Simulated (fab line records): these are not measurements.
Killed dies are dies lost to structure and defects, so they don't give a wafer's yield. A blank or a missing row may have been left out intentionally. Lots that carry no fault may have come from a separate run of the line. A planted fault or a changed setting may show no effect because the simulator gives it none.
Comparing a struck lot with a sound one + flow sky130 + 29 steps out of a route of 708
Sound: these wafers, L819.2, L819.3, L819.4. Wafers L806.1, L806.2, L806.5 were the ones struck. Last of all comes the cause.
Order at every step that has rows: each side's tool, ch and its chambers, its first start. Under that, the readings that differ: sound wafers + struck wafers + difference of the means + sigmas: that difference in standard deviations of wafers without a fault.
alike: readings whose means differ by less than 2 such deviations, and words and numbers that are the same on both sides. not compared: withheld readings, readings that some wafer has no value for, bounds like >300 that may hide the same value, and numbers for which the record gives no deviation and whose values overlap.
The two part at a step that has a row with sigmas, a row that says differs or no value, or rows on one side only. Numbers that don't overlap but have no deviation are shown without sigmas and don't part them. A reading that every wafer of one side lacks parts them only if that side has two wafers or more.

SKY_POLY_GATE_CD_MEAS_13 targets a cd of 150 nm.
  sound on cd-sem-02, day 22 14:31; struck on cd-sem-02, day 17 20:14
  alike: cd-nm
SKY_POLY_GATE_OVL_MEAS_14:
  sound on overlay-01, day 22 14:38; struck on overlay-02, day 17 20:21
  alike: POLY_GATE_OVL
SKY_POLY_GATE_ETCH_15: etches BARC in N2/H2, stops on SiO2, time 118.5 s, target depth 110 nm.
  sound on rie-diel-02 ch 0,1, day 22 14:40; struck on rie-diel-04 ch 0,2, day 17 20:23
  alike: chamber-pressure-mTorr, drypump-motor-current-A, oes-product-au, throttle-valve-pct
  not compared: rf-hours-counter-h
SKY_POLY_GATE_ETCH_16: etches Si3N4 in CH3F/O2, stops on poly-Si, time 147.5 s, target depth 75 nm.
  sound on rie-diel-02 ch 0,1, day 22 14:44; struck on rie-diel-04 ch 0,2, day 17 20:28
  alike: chamber-pressure-mTorr, drypump-motor-current-A, oes-product-au, throttle-valve-pct
  not compared: rf-hours-counter-h
SKY_POLY_GATE_ETCH_17: etches poly-Si in HBr/Cl2, stops on SiO2, target depth 180 nm, time 70.5 s.
  sound on rie-si-01 ch 0,2,3, day 22 14:50; struck on rie-si-02 ch 2,3, day 17 20:34
  alike: chamber-pressure-mTorr, drypump-motor-current-A, oes-product-au, throttle-valve-pct
  not compared: rf-hours-counter-h
SKY_POLY_GATE_STRIP_18: strips in O2/N2.
  sound on plasma-asher-03 ch 0,1, day 22 14:54; struck on plasma-asher-04 ch 0,1, day 17 20:37
  alike: chamber-pressure-mTorr, drypump-motor-current-A, oes-product-au, strip-time-to-endpoint-s
  not compared: rf-hours-counter-h
then, 2 steps without rows for these wafers: SKY_POLY_GATE_CLEAN_19 (cleans in SC1/SC2, time 150 s); SKY_POLY_GATE_OXIDATION_20 (stabilise 600 s, purge 300 s, target thk 4 nm).
SKY_POLY_GATE_THK_MEAS_21:
  sound on film-metro-01, day 22 16:19; struck on film-metro-02, day 17 22:01
  alike: POLY_GATE_OXIDATION_THK
SKY_POLY_GATE_CD_MEAS_22:
  sound on cd-sem-02, day 22 16:23; struck on cd-sem-02, day 17 22:05
  alike: cd-nm
then, 2 steps without rows for these wafers: SKY_LDD_N_DEHYDRATE_00 (time 60 s); SKY_LDD_N_HMDS_01 (prime time 60 s).
SKY_LDD_N_COAT_02: resist thk 300 nm.
  sound on litho-track-02 ch 0, day 23 07:01; struck on litho-track-02 ch 0, day 18 13:05
| reading                                    | sound                | struck               | difference | sigmas |
|--------------------------------------------|----------------------|----------------------|------------|--------|
| spin-speed-rpm (rpm)                       | 2999.9 2997.0 2997.4 | 2930.4 2929.9 2931.5 | -67.5      | -38    |
| model.NOVOLAK_of_LDD_N_COAT_02.thk-nm (nm) | 300 301.3 300.9      | 303.9 304.3 303.7    | +3.2       |        |
then, 3 steps without rows for these wafers: SKY_LDD_N_SOFTBAKE_03 (time 60 s); SKY_LDD_N_EXPOSE_04 (exposes mask NTM, target cd 840 nm); SKY_LDD_N_PEB_05.
SKY_LDD_N_DEVELOP_06: develop time 60 s.
  sound on litho-track-04 ch 0, day 23 22:15; struck on litho-track-03 ch 0, day 19 03:59
| reading                                    | sound             | struck            | difference | sigmas |
|--------------------------------------------|-------------------|-------------------|------------|--------|
| model.NOVOLAK_of_LDD_N_COAT_02.thk-nm (nm) | 300.4 301.8 301.4 | 304.4 304.8 304.1 | +3.2       |        |
SKY_LDD_N_OVL_MEAS_07:
  sound on overlay-02, day 23 22:23; struck on overlay-02, day 19 04:08
| reading        | sound       | struck      | difference | sigmas |
|----------------|-------------|-------------|------------|--------|
| LDD_N_OVL (nm) | 0.4 2.2 1.9 | 4.8 4.2 3.9 | +2.8       | +2     |
then, 8 steps without rows for these wafers: SKY_LDD_N_IMPLANT_08; SKY_LDD_N_IMPLANT_09; SKY_LDD_N_IMPLANT_10; SKY_LDD_N_IMPLANT_11; SKY_LDD_N_IMPLANT_12; SKY_LDD_N_IMPLANT_13; SKY_LDD_N_IMPLANT_14; SKY_LDD_N_IMPLANT_15.
SKY_LDD_N_STRIP_16: strips in O2/N2.
  sound on plasma-asher-01 ch 0,1, day 23 23:37; struck on plasma-asher-03 ch 0,1, day 19 05:22
| reading                      | sound             | struck            | difference | sigmas |
|------------------------------|-------------------|-------------------|------------|--------|
| strip-time-to-endpoint-s (s) | 4.333 4.344 4.326 | 4.374 4.378 4.356 | +0.035     | +2     |
  alike: chamber-pressure-mTorr, drypump-motor-current-A, oes-product-au
  not compared: rf-hours-counter-h
SKY_LDD_N_TW_MEAS_17:
  sound on film-metro-03, day 23 23:44; struck on film-metro-03, day 19 05:28
  alike: LDD_N_TW
-- here the record skips 27 days between the struck wafers' starts before and after, leaving off in module LDD_N and picking up in module PAD_OPEN (first step shown: number 708 of the route) --
SKY_PAD_OPEN_PROBE_99:
  rows exist in the record for the struck wafers here (prober-02, day 46 16:09), but not for the sound ones

WHERE THEY PART
Last at SKY_PAD_OPEN_PROBE_99 as far as this record goes, first at SKY_LDD_N_COAT_02.

WHY: what had been put in by the simulator
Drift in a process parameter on litho-track-02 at SKY_LDD_N_COAT_02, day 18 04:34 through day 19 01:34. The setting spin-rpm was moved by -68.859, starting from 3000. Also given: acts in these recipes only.
